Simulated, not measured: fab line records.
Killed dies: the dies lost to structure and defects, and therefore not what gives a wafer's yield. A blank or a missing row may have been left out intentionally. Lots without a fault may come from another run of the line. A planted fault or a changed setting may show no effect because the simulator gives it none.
A struck lot beside a sound one | flow gf180mcu | 17 out of 602 route steps
Sound: these wafers, L629.1, L629.2, L629.5. Wafers struck: L639.2, L639.5, L639.6. At the end, the cause is stated.
Order at every step that has rows: each side's tool, ch and its chambers, its first start. Under that, the readings that differ: sound wafers | struck wafers | difference of the means | sigmas: that difference in standard deviations of wafers without a fault.
alike: same words and numbers on both sides, and readings whose means sit less than 2 such deviations apart. not compared: any withheld reading, any reading some wafer has no value for, any bound like >300 that may hide the same value, and any number with overlapping values for which the record gives no deviation.
The two part at a step that has a row with sigmas, a row that says differs or no value, or rows on one side only. When numbers do not overlap yet have no deviation, they are printed without sigmas and do not part them. A reading that every wafer of one side lacks parts them only if that side has two wafers or more.

first, 4 steps without rows for these wafers: GF_M2_SOFTBAKE_10 (time 60 s); GF_M2_EXPOSE_11 (exposes mask Metal2, target cd 280 nm); GF_M2_PEB_12 (peb time 90 s); GF_M2_DEVELOP_13 (develop time 60 s).
GF_M2_CD_MEAS_14: target cd 280 nm.
  sound: cdSem-01 at day 19 02:45; struck: cdSem-01 at day 22 22:38
reading   | sound             | struck            | difference | sigmas
cdNm (nm) | 283.0 282.3 283.4 | 279.5 280.7 279.3 | -3.1       | -2
GF_M2_OVL_MEAS_15:
  sound: overlay-02 at day 19 02:52; struck: overlay-02 at day 22 22:44
  alike: M2_OVL
GF_M2_METAL_ETCH_16: etches the open film in Cl2/BCl3, stops on SiO2, target depth 750.8 nm, time 125.1 s.
  sound on rieMetal-04 ch 0,1, day 19 02:55; struck on rieMetal-04 ch 0,1, day 22 22:46
  alike: drypumpMotorCurrentA, oesProductAu, throttleValvePct
  not compared: rfHoursCounterH
GF_M2_STRIP_17: strips in O2/N2.
  sound on plasmaAsher-02 ch 0,1, day 19 03:02; struck on plasmaAsher-02 ch 0,1, day 22 22:54
  alike: drypumpMotorCurrentA, heaterPowerW, oesProductAu, stripTimeToEndpointS
  not compared: rfHoursCounterH
then, 3 steps without rows for these wafers: GF_M2_STRIP_18 (strips in post etch residue remover, time 1200 s); GF_M2_CLEAN_19 (cleans in DIW); GF_V2_CVD_00 (deposits SiO2, target thk 600 nm, time 100 s).
GF_V2_THK_MEAS_01:
  sound: filmMetro-01 at day 19 03:41; struck: filmMetro-04 at day 22 23:31
  alike: V2_CVD_00_THK
GF_V2_CVD_02: deposits SiO2 from TEOS, target thk 850 nm, time 94.851 s.
  sound on pecvd-03 ch 0,2, day 19 03:44; struck on pecvd-01 ch 0,1,2, day 22 23:34
reading                            | sound             | struck            | difference | sigmas
rfFwdPowerW (W)                    | 595.8 596.2 597.3 | 501.0 501.0 503.7 | -94.5      | -53
model.SiO2_of_V2_CVD_02.thkNm (nm) | 834.8 858.5 866.9 | 803.1 816.6 814.5 | -42.0      | 
  alike: heaterPowerW
GF_V2_THK_MEAS_03:
  sound: filmMetro-02 at day 19 03:50; struck: filmMetro-01 at day 22 23:39
reading            | sound       | struck      | difference | sigmas
V2_CVD_02_THK (nm) | 835 859 867 | 803 817 814 | -42        | -4
GF_V2_CMP_04: polishes SiO2.
  sound on cmp-02 ch 0,1,3, day 19 03:54; struck on cmp-02 ch 0,1,3, day 22 23:51
reading             | sound    | struck   | difference | sigmas
timeToEndpointS (s) | 82 88 83 | 73 73 65 | -14        | -2
  alike: motorCurrentA, platenRpm, retainingRingPressureFrac
GF_V2_BOW_MEAS_05:
  sound: filmMetro-01 at day 19 04:12; struck: filmMetro-04 at day 23 00:01
  alike: V2_BOW
next, for these wafers, 1 step has no rows: GF_PASSIVATION_PROBE_99.

WHERE THEY PART
Earliest at GF_M2_CD_MEAS_14; latest, in this record, at GF_V2_CMP_04. Later steps at which nothing parts them and some readings are alike: GF_V2_BOW_MEAS_05.

WHY: the cause the simulator had injected
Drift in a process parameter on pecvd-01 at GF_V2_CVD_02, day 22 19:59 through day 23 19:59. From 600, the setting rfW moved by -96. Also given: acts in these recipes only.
